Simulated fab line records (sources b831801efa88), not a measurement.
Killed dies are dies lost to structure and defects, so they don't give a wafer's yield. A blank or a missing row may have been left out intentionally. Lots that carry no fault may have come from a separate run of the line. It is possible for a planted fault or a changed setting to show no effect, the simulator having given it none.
fab line records    flow sky130
[record] lots = 13  wafers = 39  last-day = 50
route steps=708 shown POLY_GATE@229 LDD_P@266 LDD_LDN@299
lots untouched by any fault: they come from a run of this same line in which no faults occurred
start-h: the number of hours between the record's first day and the start of the first shown wafer of the lot    wait-h: hours from the lot's prior step to this one    " the same as in the row above    L1.1+2: several wafers, shown together as one row    - no value present, or no start provided    * or withheld: withheld    < > ~ a bound
route shown NAME@n: names a module that has steps shown in the file, with the first one's number in the route    usual: mean/standard deviation of fault-free wafers    same: alike in all rows    chamber/n: place in a boat    sites: readings site by site    _std_site: the standard deviation of these    _edge_site: inner sites' mean taken away from outer sites' mean    radius-mm: how far each site lies from the wafer's centre    mask NAME#n: copy n    behind: the most recent tool/chamber to have shaped the wafer    hold: cause of the lot's hold/its duration in hours/its outcome    device: which transistor (n, p or np) failed to switch    end of line: at the end of the route, the tests of the same wafers    a step without rows: its recipe alone    killed: dies that structure and defects cost at the first sort, which is not the same as the wafer's yield    map: a wafer's dies, x killed, . not, _ none there
set.NAME: the setting the step ran with; set.NAME@STEP: the setting that earlier step ran with    model.NAME: the simulator's own value behind a step, which no gauge read
one table for each step of the route and one row for each wafer, over a sample of lots
services: from which hour (start-h, from the record's first day; less than 0 if before it) a tool's chamber was out of use, for how many hours, and why
[[steps]]
[step SKY_POLY_GATE_ETCH_15]
[recipe] chemistry = N2/H2  target = BARC  ion-energy-ev = 200  source-w = 500  bias-w = 100  pressure-mtorr = 30  n2-flow-sccm = 100  h2-flow-sccm = 200  stop-on = SiO2  time-s = 118.5  target-depth-a = 1100
[usual] drypump-motor-current-A = 5.6/0.39  oes-product-au = 0.715/0.0047  throttle-valve-pct = 13.213/0.0099
[same] time-s = 118.5
lot.wafer  tool         chamber  start-h  wait-h  drypump-motor-current-A  oes-product-au  rf-hours-counter-h  throttle-valve-pct
L865.2     rie-diel-03  1        404.75   0.0     5.5                      0.718           52                  13.215
L865.3     "            2        "        "       5.7                      0.710           0                   13.202
L865.5     "            0        "        "       5.2                      0.715           -                   13.229
L866.2     rie-diel-03  3        405.55   0.0     4.9                      0.718           54                  13.214
L866.3     "            0        "        "       5.1                      0.721           1                   13.212
L866.6     "            1        "        "       5.6                      0.712           -                   13.222
L867.2     rie-diel-04  0        406.16   0.0     6.5                      0.711           2                   13.230
L867.3     "            3        "        "       5.8                      0.715           92                  13.206
L867.5     "            2        "        "       5.9                      0.712           -                   13.207
L870.1     rie-diel-01  1        406.28   0.0     5.5                      0.715           5                   13.214
L870.2     "            0        "        "       5.8                      0.714           12                  13.206
L870.6     "            0        "        "       5.8                      0.719           -                   13.197
L871.1     rie-diel-03  2        433.01   0.0     5.6                      0.715           1                   13.208
L871.2     "            1        "        "       5.6                      0.719           53                  13.196
L871.3     "            0        "        "       5.1                      0.705           1                   13.222
L872.2     rie-diel-01  0        436.00   0.0     5.8                      0.716           13                  13.207
L872.3     "            3        "        "       5.5                      0.719           5                   13.218
L872.4     "            2        "        "       6.1                      0.715           76                  13.211
L877.1     rie-diel-04  1        477.90   0.0     5.6                      0.729           8                   13.209
L877.2     "            0        "        "       6.5                      0.719           4                   13.198
L877.6     "            3        "        "       5.8                      0.718           -                   13.210
L879.1     rie-diel-01  2        488.35   0.0     6.1                      0.713           77                  13.218
L879.3     "            1        "        "       5.5                      0.718           6                   13.205
L879.6     "            3        "        "       5.4                      0.711           -                   13.228
L880.3     rie-diel-04  3        497.76   0.0     5.8                      0.708           94                  13.217
L880.5     "            3        "        "       5.8                      0.714           -                   13.214
L880.6     "            0        "        "       6.5                      0.711           -                   13.217
L882.1     rie-diel-04  0        518.76   0.0     6.5                      0.710           5                   13.210
L882.4     "            1        "        "       5.5                      0.719           -                   13.221
L882.5     "            0        "        "       6.5                      0.717           -                   13.213
L885.1     rie-diel-01  1        545.40   0.0     5.5                      0.717           7                   13.223
L885.2     "            0        "        "       5.8                      0.713           16                  13.194
L885.6     "            2        "        "       6.1                      0.716           -                   13.211
L886.1     rie-diel-03  2        554.45   0.0     5.6                      0.721           3                   13.204
L886.3     "            1        "        "       5.6                      0.721           55                  13.230
L886.6     "            2        "        "       5.6                      0.716           -                   13.208
L887.1     rie-diel-01  1        557.75   0.0     5.5                      0.710           7                   13.233
L887.2     "            2        "        "       6.1                      0.708           78                  13.210
L887.5     "            2        "        "       6.1                      0.714           -                   13.224
[step SKY_LDD_P_TW_MEAS_11]
[usual] LDD_P_TW = 628/3.8
lot.wafer  tool           chamber  start-h  wait-h  LDD_P_TW
L865.2     film-metro-04  -        468.06   0.1     635
L865.3     "              -        "        "       634
L865.5     "              -        "        "       635
L866.2     film-metro-03  -        470.86   0.1     631
L866.3     "              -        "        "       628
L866.6     "              -        "        "       628
L870.1     film-metro-03  -        471.16   0.1     628
L870.2     "              -        "        "       626
L870.6     "              -        "        "       623
L867.2     film-metro-02  -        471.16   0.1     631
L867.3     "              -        "        "       631
L867.5     "              -        "        "       629
L871.1     film-metro-02  -        498.31   0.1     624
L871.2     "              -        "        "       626
L871.3     "              -        "        "       628
L872.2     film-metro-04  -        500.41   0.1     639
L872.3     "              -        "        "       636
L872.4     "              -        "        "       638
L877.1     film-metro-03  -        542.25   0.1     628
L877.2     "              -        "        "       630
L877.6     "              -        "        "       628
L879.1     film-metro-02  -        551.50   0.1     629
L879.3     "              -        "        "       625
L879.6     "              -        "        "       626
L880.3     film-metro-03  -        560.97   0.1     628
L880.5     "              -        "        "       629
L880.6     "              -        "        "       629
L882.1     film-metro-03  -        582.35   0.1     626
L882.4     "              -        "        "       627
L882.5     "              -        "        "       629
L885.1     film-metro-02  -        608.01   0.1     621
L885.2     "              -        "        "       624
L885.6     "              -        "        "       624
L886.1     film-metro-02  -        616.87   0.1     622
L886.3     "              -        "        "       624
L886.6     "              -        "        "       626
L887.1     film-metro-02  -        620.50   0.1     623
L887.2     "              -        "        "       626
L887.5     "              -        "        "       625
[step SKY_LDD_LDN_IMPLANT_10]
[recipe] species = As  energy-kev = 15  dose-cm2 = 1.25e+13  tilt-deg = withheld  rotation-deg = 203
lot.wafer   tool          chamber  start-h  wait-h
L865.2+3+5  implanter-02  0        558.40   0.1
L866.2+3+6  implanter-02  0        561.81   0.1
L867.2+3+5  implanter-01  0        562.10   0.1
L870.1+2+6  implanter-04  0        563.48   0.1
L871.1+2+3  implanter-01  0        589.23   0.1
L872.2+3+4  implanter-01  0        590.31   0.1
L872.2+3+4  implanter-01  0        590.62   0.3
L877.1+2+6  implanter-01  0        629.93   0.1
L879.1+3+6  implanter-01  0        639.13   0.1
L879.1+3+6  implanter-01  0        639.45   0.3
L880.3+5+6  implanter-04  0        648.93   0.1
L882.1+4+5  implanter-02  0        668.78   0.1
L885.1+2+6  implanter-02  0        692.58   0.1
L886.1+3+6  implanter-02  0        701.08   0.1
L887.1+2+5  implanter-02  0        705.63   0.1
[step SKY_LDD_LDN_STRIP_12]
[recipe] chemistry = O2/N2  power-w = 1400  pressure-mtorr = 1500  platen-temp-c = withheld  o2-flow-sccm = 3000  n2-flow-sccm = 300  overash-fraction = 0.5
[usual] drypump-motor-current-A = 5.9/0.4  oes-product-au = 0.716/0.0047  strip-time-to-endpoint-s = 14.19/0.04
lot.wafer  tool             chamber  start-h  wait-h  drypump-motor-current-A  oes-product-au  rf-hours-counter-h  strip-time-to-endpoint-s
L865.2     plasma-asher-03  1        558.68   0.1     5.3                      0.714           46                  14.16
L865.3     "                1        "        "       5.3                      0.723           -                   14.14
L865.5     "                1        "        "       5.3                      0.711           -                   14.20
L866.2     plasma-asher-04  1        562.08   0.1     6.6                      0.713           78                  14.28
L866.3     "                0        "        "       5.7                      0.725           -                   14.25
L866.6     "                0        "        "       5.7                      0.722           -                   14.26
L867.2     plasma-asher-01  1        562.38   0.1     5.6                      0.714           90                  14.21
L867.3     "                1        "        "       5.6                      0.712           -                   14.25
L867.5     "                1        "        "       5.6                      0.719           -                   14.19
L870.1     plasma-asher-01  1        563.78   0.1     5.6                      0.716           90                  14.13
L870.2     "                0        "        "       6.2                      0.727           90                  14.12
L870.6     "                0        "        "       6.1                      0.713           -                   14.15
L871.1     plasma-asher-01  1        589.53   0.1     5.6                      0.713           92                  14.21
L871.2     "                0        "        "       6.1                      0.718           92                  14.18
L871.3     "                0        "        "       6.1                      0.718           -                   14.19
L872.2     plasma-asher-04  0        590.90   0.1     5.7                      0.720           81                  14.15
L872.3     "                0        "        "       5.7                      0.711           -                   14.18
L872.4     "                1        "        "       6.6                      0.708           -                   14.16
L877.1     plasma-asher-04  1        630.23   0.1     6.6                      0.722           84                  14.15
L877.2     "                0        "        "       5.7                      0.712           84                  14.19
L877.6     "                0        "        "       5.7                      0.714           -                   14.12
L879.1     plasma-asher-01  1        639.75   0.1     5.6                      0.709           98                  14.17
L879.3     "                0        "        "       6.1                      0.718           -                   14.19
L879.6     "                1        "        "       5.6                      0.711           -                   14.18
L880.3     plasma-asher-04  0        649.21   0.1     5.7                      0.725           -                   14.13
L880.5     "                0        "        "       5.7                      0.712           -                   14.12
L880.6     "                1        "        "       6.6                      0.724           -                   14.12
L882.1     plasma-asher-01  1        669.08   0.1     5.6                      0.708           102                 14.18
L882.4     "                0        "        "       6.1                      0.714           -                   14.18
L882.5     "                0        "        "       6.1                      0.720           -                   14.17
L885.1     plasma-asher-04  1        692.88   0.1     6.5                      0.729           90                  14.22
L885.2     "                0        "        "       5.7                      0.721           90                  14.26
L885.6     "                1        "        "       6.6                      0.718           -                   14.21
L886.1     plasma-asher-04  1        701.38   0.1     6.5                      0.715           91                  14.20
L886.3     "                1        "        "       6.6                      0.708           -                   14.19
L886.6     "                0        "        "       5.7                      0.719           -                   14.21
L887.1     plasma-asher-04  0        705.93   0.1     5.7                      0.716           91                  14.18
L887.2     "                1        "        "       6.6                      0.713           91                  14.21
L887.5     "                0        "        "       5.7                      0.717           -                   14.24
[step SKY_LDD_LDN_TW_MEAS_13]
[usual] LDD_LDN_TW = 1473/19
lot.wafer  tool           chamber  start-h  wait-h  LDD_LDN_TW
L865.2     film-metro-01  -        558.79   0.1     1507
L865.3     "              -        "        "       1506
L865.5     "              -        "        "       1505
L866.2     film-metro-04  -        562.19   0.1     1476
L866.3     "              -        "        "       1476
L866.6     "              -        "        "       1480
L867.2     film-metro-02  -        562.49   0.1     1467
L867.3     "              -        "        "       1456
L867.5     "              -        "        "       1459
L870.1     film-metro-01  -        563.88   0.1     1509
L870.2     "              -        "        "       1500
L870.6     "              -        "        "       1508
L871.1     film-metro-02  -        589.63   0.1     1456
L871.2     "              -        "        "       1471
L871.3     "              -        "        "       1463
L872.2     film-metro-02  -        591.01   0.1     1573
L872.3     "              -        "        "       1558
L872.4     "              -        "        "       1561
L872.2     film-metro-02  -        591.26   0.2     1563
L872.3     "              -        "        "       1563
L872.4     "              -        "        "       1567
L877.1     film-metro-02  -        630.33   0.1     1460
L877.2     "              -        "        "       1457
L877.6     "              -        "        "       1462
L879.1     film-metro-02  -        639.85   0.1     1561
L879.3     "              -        "        "       1567
L879.6     "              -        "        "       1565
L879.1     film-metro-02  -        640.11   0.3     1559
L879.3     "              -        "        "       1567
L879.6     "              -        "        "       1565
L880.3     film-metro-04  -        649.30   0.1     1480
L880.5     "              -        "        "       1477
L880.6     "              -        "        "       1484
L882.1     film-metro-02  -        669.18   0.1     1471
L882.4     "              -        "        "       1464
L882.5     "              -        "        "       1463
L885.1     film-metro-04  -        692.98   0.1     1473
L885.2     "              -        "        "       1461
L885.6     "              -        "        "       1472
L886.1     film-metro-01  -        701.48   0.1     1506
L886.3     "              -        "        "       1510
L886.6     "              -        "        "       1506
L887.1     film-metro-02  -        706.03   0.1     1474
L887.2     "              -        "        "       1472
L887.5     "              -        "        "       1460
[[services]]
tool             chamber  start-h  hours  kind
implanter-02     -        428.59   1.8    repair
implanter-01     -        433.78   1.2    repair
implanter-04     -        434.79   2.1    repair
rie-diel-04      2        438.07   3.8    repair
plasma-asher-01  -        440.93   0.7    repair
rie-diel-04      0        479.78   6.4    repair
implanter-02     -        479.82   3.3    pm
implanter-01     -        482.86   2.8    repair
plasma-asher-01  -        519.53   15.6   pm
rie-diel-03      1        521.79   10.9   repair
implanter-01     -        521.88   0.6    repair
implanter-02     -        527.11   3.9    repair
implanter-02     -        534.21   2.2    repair
implanter-01     -        572.40   3.0    repair
rie-diel-01      -        595.71   14.6   pm
plasma-asher-04  -        598.25   7.4    repair
rie-diel-03      -        604.67   2.8    pm
implanter-02     -        608.51   1.4    repair
plasma-asher-04  -        641.80   4.8    repair
plasma-asher-04  -        652.52   3.4    repair
implanter-02     -        656.15   8.4    repair
rie-diel-04      -        691.08   2.8    pm
implanter-02     -        694.85   1.3    repair
rie-diel-04      -        700.41   0.3    repair
[[key]]
[first-sign] step = SKY_LDD_LDN_IMPLANT_10  reading = visit  direction = added
[effect] step = SKY_LDD_LDN_TW_MEAS_13  reading = visit  direction = added
met-at SKY_LDD_LDN_IMPLANT_10
struck-lots L872,L879
rows-end L879.1,L879.3,L879.6
tester-left-out L872
not-acting-at SKY_POLY_GATE_ETCH_15,SKY_LDD_P_TW_MEAS_11,SKY_LDD_LDN_STRIP_12
[fault] kind = repeated-step-whole  tool = implanter-01,implanter-02,implanter-04  chamber = -  onset-h = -  steps = SKY_LDD_LDN_IMPLANT_10  times = 1  scope = struck-lots-only
// tester-left-out: of these lots the tester's yield and bins aren't shown, on N5 and GAA mostly nor the transistor test; their killed dies are dies lost to structure and defects alone, not to doping, threshold or leakage, so they don't give the yield
// rows-end: these wafers met a further fault down the route, and their rows from its step on are left out
